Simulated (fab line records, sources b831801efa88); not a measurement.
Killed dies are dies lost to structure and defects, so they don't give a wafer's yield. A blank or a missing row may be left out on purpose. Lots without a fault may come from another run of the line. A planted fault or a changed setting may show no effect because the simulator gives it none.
Which tool did it? | flow sky130 | 10 lots, 30 wafers sampled, at 4 steps of a route of 708

WHAT THE GAUGES READ, wafer by wafer
SKY_FIELD_ISO_THK_MEAS_04.
lot  | measured    | on            | FIELD_ISO_CVD_03_THK (nm)
L324 | day 1 16:11 | film_metro-03 | 164.6 165.5 164.4
L325 | day 1 19:27 | film_metro-01 | 163.9 163.4 163.0
L326 | day 2 00:08 | film_metro-02 | 164.3 165.5 164.3
L327 | day 2 04:33 | film_metro-02 | 166.0 166.1 164.2
L328 | day 2 11:44 | film_metro-02 | 160.5 161.3 160.3
L329 | day 2 15:23 | film_metro-01 | 167.0 165.6 166.9
L330 | day 2 19:55 | film_metro-01 | 163.1 162.0 161.8
L331 | day 3 01:45 | film_metro-01 | 163.5 163.6 163.9
L332 | day 3 05:35 | film_metro-01 | 166.6 166.0 166.8
L333 | day 3 10:53 | film_metro-03 | 165.0 165.6 165.0

SKY_NWELL_TW_MEAS_26.
lot  | measured    | on            | NWELL_2_TW
L324 | day 5 11:35 | film_metro-01 | 488 489 488
L325 | day 5 15:46 | film_metro-04 | 499 499 499
L326 | day 5 18:23 | film_metro-04 | 499 497 499
L327 | day 6 00:25 | film_metro-02 | 499 503 503
L328 | day 6 09:37 | film_metro-02 | 505 502 503
L329 | day 6 13:44 | film_metro-02 | 503 505 504
L330 | day 6 18:58 | film_metro-02 | 967 967 964
L331 | day 7 01:32 | film_metro-02 | 966 963 962
L332 | day 7 07:49 | film_metro-04 | 954 958 955
L333 | day 7 14:20 | film_metro-01 | 937 936 937

SKY_GATE_OXIDE_THK_MEAS_02.
lot  | measured     | on            | GATE_OXIDE_OXIDATION_00_THK (nm)
L324 | day 12 21:29 | film_metro-01 | 10.26 10.36 10.61
L325 | day 13 01:53 | film_metro-01 | 10.24 10.25 10.38
L326 | day 13 06:36 | film_metro-02 | 10.06 10.02 10.15
L327 | day 13 15:41 | film_metro-01 | 10.20 10.03 10.03
L328 | day 14 01:22 | film_metro-01 | 10.13 10.17 10.05
L329 | day 14 10:41 | film_metro-02 | 10.32 10.19 10.30
L330 | day 14 14:57 | film_metro-01 | 10.34 10.23 10.40
L331 | day 15 01:52 | film_metro-04 | 10.26 10.13 10.27
L332 | day 15 11:09 | film_metro-04 | 10.35 10.17 10.22
L333 | day 15 18:05 | film_metro-04 | 10.44 10.26 10.39

WHICH TOOL RAN EACH LOT (tool, then ch and the chambers of the sampled wafers, then the start)
lot  | SKY_NWELL_IMPLANT_24
L324 | implanter-01 ch 0, day 5 11:20
L325 | implanter-04 ch 0, day 5 15:32
L326 | implanter-01 ch 0, day 5 18:08
L327 | implanter-01 ch 0, day 6 00:10
L328 | implanter-02 ch 0, day 6 09:22
L329 | implanter-02 ch 0, day 6 13:31
L330 | implanter-01 ch 0, day 6 18:43
L331 | implanter-02 ch 0, day 7 01:19
L332 | implanter-04 ch 0, day 7 07:34
L333 | implanter-04 ch 0, day 7 14:05
- SKY_NWELL_IMPLANT_24

WHAT THE TOOLS THEMSELVES READ (means of the sampled wafers that have a number; where no wafer has one, the mark that the record gives instead)
The record holds no such reading with a usual standard deviation.

THE ANSWER, worked out from the rows above alone
Rule: what is usual is taken from the lots themselves. Put in order of their means at a reading, lots are off if they are a third of the lots or fewer, leave a main group of 4 or more, and stand apart from it by a gap of 3 or more times the standard deviation of the main group's means; of several such gaps the widest counts. A main group whose means are all the same, to the digits that the tables above print for the reading, isn't used. A lot without any number at a reading at which 4 lots or more have one is off too. The other lots that the step has rows for count as sound. The gauges are gone through in route order, then the tools' own readings, and for those a lot's mean is taken as printed above. The first step at which some lot is off is used, and at that step the reading that is off furthest; a lot without a number counts as furthest.
No lot is off at any reading shown: from this, nothing can be told.

WHAT THE SIMULATOR HAD PUT IN
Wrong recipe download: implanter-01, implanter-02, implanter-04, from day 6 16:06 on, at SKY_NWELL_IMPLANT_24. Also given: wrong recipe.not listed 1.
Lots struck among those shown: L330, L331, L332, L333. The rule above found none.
